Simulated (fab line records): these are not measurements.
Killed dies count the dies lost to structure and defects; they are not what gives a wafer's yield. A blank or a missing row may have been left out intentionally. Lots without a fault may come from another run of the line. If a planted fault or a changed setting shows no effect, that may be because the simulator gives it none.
One fault seen from 2 desks + flow sky130 + numbers are kept per desk, each desk with only its own; the story behind them comes last

## THE TOOL OWNER'S DESK: rie_diel-02
The tool's own readings at SKY_VIA2_ETCH_14 (etches BARC in N2/H2, stops on SiO2, time 45.9 s, target depth 60 nm): means of the sampled wafers that have a number, for each lot that ran on this tool. The brackets show how far a lot's mean lies from the usual mean; more than 4 standard deviations puts the lot out of limits, marked OUT.
Columns: A = drypump_motor_current_A at SKY_VIA2_ETCH_14, usual 5.7 A; B = oes_product_au at SKY_VIA2_ETCH_14, usual 0.854 a.u.; C = run_length_s at SKY_VIA2_ETCH_14, usual 74.2 s; D = throttle_valve_pct at SKY_VIA2_ETCH_14, usual 13.224 %
| lot  | first seen here | A   | B                | C               | D      |
|------|-----------------|-----|------------------|-----------------|--------|
| L752 | day 37 15:11    | 5.8 | 0.854            | 74.0            | 13.223 |
| L754 | day 39 02:46    | 6.2 | 0.854            | 74.2            | 13.213 |
| L764 | day 41 06:56    | 6.0 | 0.925 (+15) OUT  | 70.1 (-9.2) OUT | 13.224 |
| L766 | day 42 09:49    | 5.5 | 0.900 (+9.8) OUT | 71.5 (-5.9) OUT | 13.230 |
This desk's finding: out of limits on L764, L766; first on L764, day 41 06:56 (oes_product_au at SKY_VIA2_ETCH_14). In limits: L752, L754.

## FROM THE METROLOGY DESK
What the gauges read for every lot (on any tool): the sampled wafers with a number, averaged. The brackets show how far a lot's mean lies from the usual mean; more than 4 standard deviations puts the lot out of limits, marked OUT.
Columns: A = VT_ADJUST_LVTN_01_OVL at SKY_VT_ADJUST_LVTN_OVL_MEAS_18, usual -1.2 nm; B = cd_nm at SKY_LI_CONTACT_CD_MEAS_12, usual 170.5 nm; C = VIA1_OVL at SKY_VIA1_OVL_MEAS_13, usual -3 nm
| lot  | first seen here | A    | B     | C  |
|------|-----------------|------|-------|----|
| L748 | day 7 20:02     | -2.7 | 169.8 | -3 |
| L749 | day 8 09:34     | -1.4 | 171.6 | 1  |
| L752 | day 8 18:11     | -1.9 | 168.4 | -8 |
| L753 | day 9 08:23     | -1.3 | 169.5 | 2  |
| L755 | day 9 21:44     | -2.5 | 170.6 | -9 |
| L754 | day 9 21:50     | -1.6 | 172.2 | 1  |
| L758 | day 10 14:55    | 1.2  | 171.5 | 2  |
| L764 | day 12 02:59    | 0.1  | 170.0 | -1 |
| L766 | day 13 08:48    | -2.6 | 172.3 | 1  |
| L768 | day 13 11:34    | -0.2 | 170.8 | 4  |
| L769 | day 13 12:45    | -3.6 | 170.6 | -3 |
| L770 | day 14 01:55    | -0.9 | 171.1 | -2 |
| L771 | day 14 07:04    | -1.5 | 169.6 | -6 |
This desk's finding: nothing out of limits on any of the 13 lots.

## PUT TOGETHER
The tool owner's desk had the chance to raise an alarm at day 41 06:56 on L764, L766.
The metrology desk saw nothing out of limits.
The metrology desk has L764, L766 on record, within its limits.
The lots listed all ran SKY_VIA2_ETCH_14 on rie_diel-02.

## WHAT THE SIMULATOR PUT IN
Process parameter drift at SKY_VIA2_ETCH_14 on rie_diel-02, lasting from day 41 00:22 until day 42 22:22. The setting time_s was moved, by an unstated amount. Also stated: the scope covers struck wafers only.
Shown lots that were struck: L764, L766.
Each desk's first reading out of limits, in hours after the fault started: the tool owner's desk, 7.
